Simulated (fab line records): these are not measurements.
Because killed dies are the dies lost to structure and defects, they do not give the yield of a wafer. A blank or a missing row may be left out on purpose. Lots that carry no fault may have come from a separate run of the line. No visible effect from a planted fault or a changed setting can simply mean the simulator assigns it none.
A struck lot beside a sound one + flow sky130 + 16 out of 708 route steps
Sound: the wafers L504.2, L504.5, L504.6. Struck: wafer L496.2; the same lot's L496.3 was not struck, so it is left out; see the end for the cause.
Each step with rows lists, per side, the tool, then ch with its chambers, then its first start. Under that, the readings that differ: sound wafers + struck wafers + difference of the means + sigmas: that difference in standard deviations of wafers without a fault.
alike: readings with means less than 2 such deviations apart, plus words and numbers identical on both sides. not compared: withheld readings, readings lacking a value on some wafer, bounds such as >300 that could conceal the same value, and numbers that have no deviation in the record and whose values overlap.
Wherever a step has rows on one side only, a row that says differs or no value, or a row with sigmas, the two part there. Numbers that have no deviation but don't overlap get no sigmas and don't part them. A reading that every wafer of one side lacks parts them only if that side has two wafers or more.

first, 3 steps without rows for these wafers: SKY_METAL1_EXPOSE_12 (exposes mask MM1, target cd 140 nm); SKY_METAL1_PEB_13; SKY_METAL1_DEVELOP_14 (develop time 60 s).
SKY_METAL1_CD_MEAS_15: target cd 140 nm.
  sound on cd_sem-02, day 38 11:35; struck on cd_sem-02, day 36 13:01
  alike: cd_nm
SKY_METAL1_OVL_MEAS_16:
  sound on overlay-01, day 38 11:42; struck on overlay-02, day 36 13:07
| reading         | sound    | struck | difference | sigmas |
|-----------------|----------|--------|------------|--------|
| METAL1_OVL (nm) | -5 -6 -7 | 6      | +12        | +2     |
SKY_METAL1_DESCUM_17: chemistry O2, time 8 s.
  sound on rie_metal-03 ch 0,1, day 38 11:44; struck on rie_metal-04 ch 0, day 36 13:09
  alike: drypump_motor_current_A, oes_product_au, temp_c
  not compared: rf_hours_counter_h
SKY_METAL1_ETCH_18: etches BARC in N2/H2, stops on SiO2, time 45.9 s, target depth 60 nm.
  sound on rie_metal-03 ch 0,1, day 38 11:46; struck on rie_metal-04 ch 0, day 36 13:11
| reading                | sound                | struck | difference | sigmas |
|------------------------|----------------------|--------|------------|--------|
| throttle_valve_pct (%) | 13.222 13.229 13.241 | 13.249 | +0.018     | +2     |
  alike: drypump_motor_current_A, h2_flow_sccm, oes_product_au
  not compared: rf_hours_counter_h
SKY_METAL1_METAL_ETCH_19: etches the open film in Cl2/BCl3, stops on SiO2, target depth 360 nm, time 78 s.
  sound on rie_metal-03 ch 0,1, day 38 11:49; struck on rie_metal-04 ch 0, day 36 13:14
  alike: drypump_motor_current_A, oes_product_au, throttle_valve_pct
  not compared: rf_hours_counter_h
SKY_METAL1_STRIP_20: strips in O2/N2.
  sound on plasma_asher-01 ch 0,1, day 38 11:55; struck on plasma_asher-03 ch 1, day 36 13:20
  alike: drypump_motor_current_A, oes_product_au, strip_time_to_endpoint_s
  not compared: rf_hours_counter_h
then, 3 steps without rows for these wafers: SKY_METAL1_STRIP_21 (strips in post etch residue remover, time 1200 s); SKY_METAL1_CLEAN_22 (cleans in IPA, time 180 s); SKY_METAL1_CLEAN_23 (cleans in O3/DIW).
SKY_VIA1_HDPCVD_00: deposits SiO2, target thk 1030 nm, time 171.7 s.
  sound on hdpcvd-01 ch 0,1,2, day 38 12:31; struck on hdpcvd-02 ch 0, day 36 13:55
| reading                                  | sound             | struck | difference | sigmas |
|------------------------------------------|-------------------|--------|------------|--------|
| run_length_s (s)                         | 200.1 199.1 199.1 | 182.0  | -17.4      | -38    |
| model.SiO2_of_VIA1_HDPCVD_00.thk_nm (nm) | 1028 1026 1037    | 926.5  | -103.8     |        |
  alike: sih4_flow_sccm
SKY_VIA1_THK_MEAS_01:
  sound on film_metro-01, day 38 12:38; struck on film_metro-01, day 36 14:02
| reading              | sound          | struck | difference | sigmas |
|----------------------|----------------|--------|------------|--------|
| VIA1_HDPCVD_THK (nm) | 1029 1026 1037 | 926    | -105       | -10    |
SKY_VIA1_CMP_02: polishes SiO2.
  sound on cmp-02 ch 0,1,2, day 38 12:50; struck on cmp-02 ch 3, day 36 14:08
  alike: motor_current_A
-- the record jumps here: 12 days lie between the struck wafers' starts before and after (it left off in module VIA1 and takes up again in module PAD_OPEN, whose first step shown is number 708 of the route) --
SKY_PAD_OPEN_PROBE_99:
  only the struck wafers here have rows in the record (prober-01, day 48 15:22); the sound ones have none

WHERE THEY PART
Earliest at SKY_METAL1_OVL_MEAS_16; latest, in this record, at SKY_PAD_OPEN_PROBE_99.

WHY: the cause the simulator had injected
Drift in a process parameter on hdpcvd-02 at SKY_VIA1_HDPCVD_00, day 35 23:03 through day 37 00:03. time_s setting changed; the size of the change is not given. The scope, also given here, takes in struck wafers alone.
